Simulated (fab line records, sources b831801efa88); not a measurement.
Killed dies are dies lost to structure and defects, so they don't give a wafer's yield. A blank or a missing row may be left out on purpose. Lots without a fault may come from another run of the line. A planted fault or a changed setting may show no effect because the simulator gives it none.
Problem report in the 8D (eight disciplines) form, filled by code | flow gf180mcu | the parts of the form that need people (team, actions taken, sign-off) are left out

1. THE PROBLEM
PSD_RS at GF_PSD_RS_MEAS_15 reads a mean of 107.15 ohm/sq on 6 wafers of 2 lots; wafers without a fault read 108.56 ohm/sq with a standard deviation of 0.26. That is -5.4 standard deviations from the usual mean.
The step: measures by four-point-probe.
First seen on wafer L289.4, day 20 12:01, on film_metro-01. The record holds 36 wafers of 12 lots with a number at this step. Rule for "out", or "out of limits": more than 4 standard deviations from the usual mean. The other wafers with a number count as sound.

2. WHAT IT IS AND WHAT IT IS NOT
question                    | is                           | is not
which readings at this step | PSD_RS                       | -
which lots                  | L289, L290                   | L271, L273, L274, L277, L278, L279, L280, L281, L283, L294
which wafers of those lots  | all that have a number       | -
read on which gauges        | film_metro-01, film_metro-03 | film_metro-02
when                        | from day 20 12:01            | up to then (27 sound wafers); but 3 sound wafers of L294 came after

3. SUSPECTS, AND WHAT RULES EACH OUT
Counting: a tool at a process step up to the reading stays a suspect if it ran every lot that is out and no sound lot after the first of them.
- the gauge at GF_PSD_RS_MEAS_15: ruled out. The wafers that are out were read on 2 gauges (film_metro-01, film_metro-03).
- implanter-01 at GF_PSD_IMPLANT_09: kept. It ran every lot that is out, first L289 (day 20 11:29), and no sound lot after that; its last sound lot up to then is L283 (day 18 20:56). Its own readings are out on those wafers: beam_energy_keV.
Left after counting: implanter-01 at GF_PSD_IMPLANT_09.

4. THE CAUSE (what the simulator had put in)
Process parameter drift: implanter-01, from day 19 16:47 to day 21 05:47, at GF_PSD_IMPLANT_09. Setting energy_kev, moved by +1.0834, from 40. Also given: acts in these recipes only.
Counting left only this tool.

5. THE CHAIN OF EFFECTS, in route order
Each row: a reading whose mean over the struck wafers that have a number lies more than 3 standard deviations from the usual. Only readings for which the record gives a usual standard deviation are gone through. hours: the time from each lot's start at the first step in this table that gives one to its start at this step, as a median over the lots. sigmas: the change in usual standard deviations.
hours | step              | reading                  | usual         | on struck wafers | change | sigmas
0     | GF_PSD_IMPLANT_09 | beam_energy_keV          | 40.001        | 41.091           | +1.090 | +84
0     | GF_PSD_STRIP_10   | strip_time_to_endpoint_s | 16.52 s       | 16.64            | +0.12  | +3.1
1     | GF_PSD_RS_MEAS_15 | PSD_RS                   | 108.56 ohm/sq | 107.15           | -1.41  | -5.4
The process steps in it:
- GF_PSD_IMPLANT_09
- GF_PSD_STRIP_10: strips in O2/N2.
Later measuring or inspecting steps at which every struck wafer that the step has a row for has a number for every such reading, and none has moved that far: GF_V1_CD_MEAS_14.

6. WHAT WOULD HAVE CAUGHT IT SOONER
In this record the first reading out of limits at a measuring or inspecting step was taken at day 20 12:01, 19 hours after the fault began at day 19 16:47.
The tool's own readings at GF_PSD_IMPLANT_09 were out on every struck wafer that the step has a row for (beam_energy_keV): an alarm limit on them would have fired on the first of those.
Of the lots that are out (2), L290 began GF_PSD_IMPLANT_09 on implanter-01 after day 20 12:01. A hold on the tool at that time would have spared it.
